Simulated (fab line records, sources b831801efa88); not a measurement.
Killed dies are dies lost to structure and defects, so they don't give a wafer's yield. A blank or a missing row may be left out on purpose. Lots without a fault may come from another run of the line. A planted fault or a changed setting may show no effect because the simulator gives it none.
Chamber matching | flow sky130 | SKY_POLY_CUT_ETCH_10 on rie_diel-04: 4 sister chambers
The step etches BARC in N2/H2, stops on SiO2, time 45.9 s, target depth 60 nm. 4 wafers are shown with their chamber, then 7 later ones without.

WAFERS WITH THEIR CHAMBER
wafer  | chamber | drypump_motor_current_A (A)
L721.1 | 0       | 6.0
L721.2 | 2       | 5.8
L722.2 | 3       | 5.3
L722.3 | 1       | 5.1

WAFERS WITHOUT THEIR CHAMBER
wafer  | drypump_motor_current_A (A)
L722.6 | 5.3
L724.2 | 6.0
L724.4 | 5.2
L724.5 | 5.8
L729.2 | 5.1
L729.3 | 5.3
L729.4 | 6.0

WHICH CHAMBER EACH WENT THROUGH
wafer  | from the rows above     | in truth
L722.6 | 3                       | 3
L724.2 | 0                       | 0
L724.4 | can't be placed: 3 or 1 | 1
L724.5 | 2                       | 2
L729.2 | 1                       | 1
L729.3 | 3                       | 3
L729.4 | 0                       | 0
Placed correctly: 6 of 7. Can't be placed from these rows: 1 (the true chamber is among the candidates in 1). Placed wrongly: 0.
How it was worked out, from the rows above alone: a wafer's distance from a chamber is the root of the sum, over the readings, of the square of ((its reading less the chamber's mean) divided by the reading's scatter). The wafer belongs to the nearest chamber; if the next one is less than 2 further off, it can't be placed. A chamber's mean is the mean of its shown wafers. The scatter: with one shown wafer a chamber, the root of the mean of the squares of how far each hidden wafer lies from its nearest shown one.
